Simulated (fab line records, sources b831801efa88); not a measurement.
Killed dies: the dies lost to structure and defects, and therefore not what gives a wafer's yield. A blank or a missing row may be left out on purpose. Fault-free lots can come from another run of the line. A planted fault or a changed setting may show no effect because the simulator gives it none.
A struck lot beside a sound one | flow gf180mcu | 43 steps out of a route of 602
Sound: wafers L671.4, L671.5, L671.6. The struck wafers were L677.1, L677.2, L677.4. The cause comes at the end.
Per side, at each step with rows, come the tool, then ch with its chambers, and then its first start. Under that, the readings that differ: sound wafers | struck wafers | difference of the means | sigmas: that difference in standard deviations of wafers without a fault.
alike: words and numbers the same on both sides, and readings whose means are apart by under 2 such deviations; not compared: readings that were withheld, readings missing a value for some wafer, numbers with overlapping values and no deviation given by the record, and bounds like >300 which may hide the same value.
Wherever a step has rows on one side only, a row that says differs or no value, or a row with sigmas, the two part there. Non-overlapping numbers with no deviation appear without sigmas and do not part them. A reading missing from all wafers of one side parts the sides only when that side holds two or more wafers.

first, 1 step without rows for these wafers: GF_LVPWELL_IMPLANT_09.
GF_LVPWELL_STRIP_10: strips in O2/N2.
  sound on plasma asher-01 ch 0,1, day 5 17:37; struck on plasma asher-03 ch 0,1, day 7 03:45
  alike: drypump motor current A, heater power w, o2 flow sccm, oes product au, strip time to endpoint s
  not compared: rf hours counter h
GF_LVPWELL_TW_MEAS_11:
  sound: film metro-03 at day 5 17:43; struck: film metro-01 at day 7 03:51
  alike: LVPWELL_TW
then, 7 steps without rows for these wafers: GF_MVSD_DEHYDRATE_00 (time 60 s); GF_MVSD_HMDS_01 (prime time 60 s); GF_MVSD_COAT_02 (resist thk 3000 nm); GF_MVSD_SOFTBAKE_03; GF_MVSD_EXPOSE_04 (exposes mask MVSD, target cd 1000 nm); GF_MVSD_PEB_05; GF_MVSD_DEVELOP_06 (develop time 57.93 s).
GF_MVSD_OVL_MEAS_07:
  sound: overlay-01 at day 6 08:31; struck: overlay-01 at day 7 18:59
  alike: MVSD_OVL
following that, these wafers have no rows for 1 step: GF_MVSD_IMPLANT_08.
GF_MVSD_IMPLANT_09:
  sound on implanter-04 ch 0, day 6 08:46; struck on implanter-04, day 7 19:11
  no value came back on the struck wafers for beam energy keV, beam on s (s), tilt deg (degrees); on the sound wafers beam energy keV reads 100.05 100.04 99.98
GF_MVSD_STRIP_10: strips in O2/N2.
  sound on plasma asher-04 ch 0,1, day 6 08:52; struck on plasma asher-01 ch 0,1, day 7 19:20
  alike: drypump motor current A, heater power w, o2 flow sccm, oes product au, strip time to endpoint s
  not compared: rf hours counter h
GF_MVSD_TW_MEAS_11:
  sound: film metro-03 at day 6 08:58; struck: film metro-03 at day 7 19:26
  reading | sound          | struck         | difference | sigmas
  MVSD_TW | 1557 1546 1558 | 1502 1485 1487 | -62        | -6
then, 7 steps without rows for these wafers: GF_MVPSD_DEHYDRATE_00 (time 60 s); GF_MVPSD_HMDS_01 (prime time 60 s); GF_MVPSD_COAT_02 (resist thk 3000 nm); GF_MVPSD_SOFTBAKE_03; GF_MVPSD_EXPOSE_04 (exposes mask MVPSD, target cd 1000 nm); GF_MVPSD_PEB_05; GF_MVPSD_DEVELOP_06 (develop time 60 s).
GF_MVPSD_OVL_MEAS_07:
  sound: overlay-02 at day 7 00:04; struck: overlay-01 at day 8 11:06
  alike: MVPSD_OVL
then, 2 steps without rows for these wafers: GF_MVPSD_IMPLANT_08; GF_MVPSD_IMPLANT_09.
GF_MVPSD_STRIP_10: strips in O2/N2.
  sound on plasma asher-01 ch 0,1, day 7 00:25; struck on plasma asher-03 ch 0,1, day 8 11:26
  alike: drypump motor current A, heater power w, o2 flow sccm, oes product au, strip time to endpoint s
  not compared: rf hours counter h
GF_MVPSD_TW_MEAS_11:
  sound: film metro-02 at day 7 00:31; struck: film metro-02 at day 8 11:32
  reading  | sound       | struck      | difference | sigmas
  MVPSD_TW | 557 556 556 | 545 545 548 | -10        | -3
then, 7 steps without rows for these wafers: GF_VT_IMPLANT_DEHYDRATE_00 (time 60 s); GF_VT_IMPLANT_HMDS_01 (prime time 60 s); GF_VT_IMPLANT_COAT_02 (resist thk 1000 nm); GF_VT_IMPLANT_SOFTBAKE_03 (time 60 s); GF_VT_IMPLANT_EXPOSE_04 (exposes mask LVPWELL LV AREA, target cd 600 nm); GF_VT_IMPLANT_PEB_05; GF_VT_IMPLANT_DEVELOP_06 (develop time 60 s).
GF_VT_IMPLANT_OVL_MEAS_07:
  sound: overlay-01 at day 7 15:44; struck: overlay-01 at day 9 03:36
  alike: VT_IMPLANT_OVL
following that, these wafers have no rows for 1 step: GF_VT_IMPLANT_IMPLANT_08.
GF_VT_IMPLANT_STRIP_09: strips in O2/N2.
  sound on plasma asher-04 ch 0,1, day 7 15:56; struck on plasma asher-02 ch 0,1, day 9 03:47
  alike: drypump motor current A, heater power w, o2 flow sccm, oes product au, strip time to endpoint s
  not compared: rf hours counter h
GF_VT_IMPLANT_TW_MEAS_10:
  sound: film metro-02 at day 7 16:02; struck: film metro-01 at day 9 03:53
  alike: VT_IMPLANT_TW
then, 4 steps without rows for these wafers: GF_VT_IMPLANT_DEHYDRATE_11 (time 60 s); GF_VT_IMPLANT_HMDS_12 (prime time 60 s); GF_VT_IMPLANT_COAT_13 (resist thk 1020 nm); GF_VT_IMPLANT_SOFTBAKE_14 (time 60 s).
-- the record jumps here: 2 days lie between the struck wafers' starts before and after --
GF_VT_IMPLANT_RS_MEAS_46: the measuring method here is four-point-probe.
  sound: film metro-01 at day 9 17:37; struck: film metro-03 at day 11 09:49
  reading          | sound             | struck | difference                    | sigmas
  MVSD_RS (ohm/sq) | 456.6 457.1 456.9 | - - -  | no value on the struck wafers |

## WHERE THEY PART
Earliest at GF_MVSD_IMPLANT_09; latest, in this record, at GF_VT_IMPLANT_RS_MEAS_46.

WHY: what the simulator had put in
Step skipped in full: implanter-04, at GF_MVSD_IMPLANT_09, from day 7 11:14 onward. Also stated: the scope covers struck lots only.
